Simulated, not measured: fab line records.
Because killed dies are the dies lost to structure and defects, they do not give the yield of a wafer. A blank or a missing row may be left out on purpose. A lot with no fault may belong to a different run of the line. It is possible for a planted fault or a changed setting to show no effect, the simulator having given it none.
The same fault as seen by 2 desks || flow sky130 || what lay behind the numbers comes last; until then each desk has only its own

## AT THE METROLOGY DESK
Means of the sampled wafers that have a number, per lot and without regard to the tool the lot ran on: this is what the gauges read. Marked OUT: a lot whose mean sits more than 4 standard deviations from the usual mean, which makes it out of limits; the brackets give that distance.
Columns: A = LDD_N_OVL at SKY_LDD_N_OVL_MEAS_07, usual 0.6 nm
{"lot": "L261", "first seen here": "day 19 08:34", "A": 1.6}
{"lot": "L266", "first seen here": "day 20 07:31", "A": -0.7}
{"lot": "L268", "first seen here": "day 21 10:13", "A": 1.5}
{"lot": "L278", "first seen here": "day 24 14:28", "A": 0.6}
{"lot": "L276", "first seen here": "day 24 16:16", "A": -0.8}
{"lot": "L282", "first seen here": "day 25 15:22", "A": 0.2}
Result from this desk: across the 6 lots, nothing is out of limits.

## FOR THE TOOL OWNER'S DESK: implanter-02
SKY_LDD_N_IMPLANT_14, tool's own readings: per-lot mean of the sampled wafers with a number, covering each lot this tool ran. Marked OUT: a lot whose mean sits more than 4 standard deviations from the usual mean, which makes it out of limits; the brackets give that distance.
Columns: A = doseIonsCm2 at SKY_LDD_N_IMPLANT_14, usual 5e+12; B = faradayCurrentUA at SKY_LDD_N_IMPLANT_14, usual 28.3; C = tiltDeg at SKY_LDD_N_IMPLANT_14, usual 30.001 degrees
{"lot": "L266", "first seen here": "day 20 08:28", "A": "4e+12 (-99 or more) OUT", "B": "22.1 (-12) OUT", "C": 30.001}
{"lot": "L268", "first seen here": "day 21 11:12", "A": "4e+12 (-99 or more) OUT", "B": "21.7 (-13) OUT", "C": 30.000}
{"lot": "L282", "first seen here": "day 25 16:18", "A": 5e+12, "B": 28.2, "C": 30.020}
Finding of this desk: L266, L268 out of limits; the first was L266 at day 20 08:28, on doseIonsCm2 at SKY_LDD_N_IMPLANT_14. L282: within limits.

## PUT TOGETHER
On L266, L268, at day 20 08:28, an alarm was possible from the tool owner's desk.
The metrology desk saw nothing out of limits.
The metrology desk has L266, L268 on record, within its limits.
All the named lots went through SKY_LDD_N_IMPLANT_14 on implanter-02.

## WHAT HAD BEEN PUT IN BY THE SIMULATOR
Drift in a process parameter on implanter-02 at SKY_LDD_N_IMPLANT_14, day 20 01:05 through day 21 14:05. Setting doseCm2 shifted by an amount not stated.
Shown lots that were struck: L266, L268.
How many hours passed from the start of the fault until each desk's first out-of-limits reading: the tool owner's desk, 7.
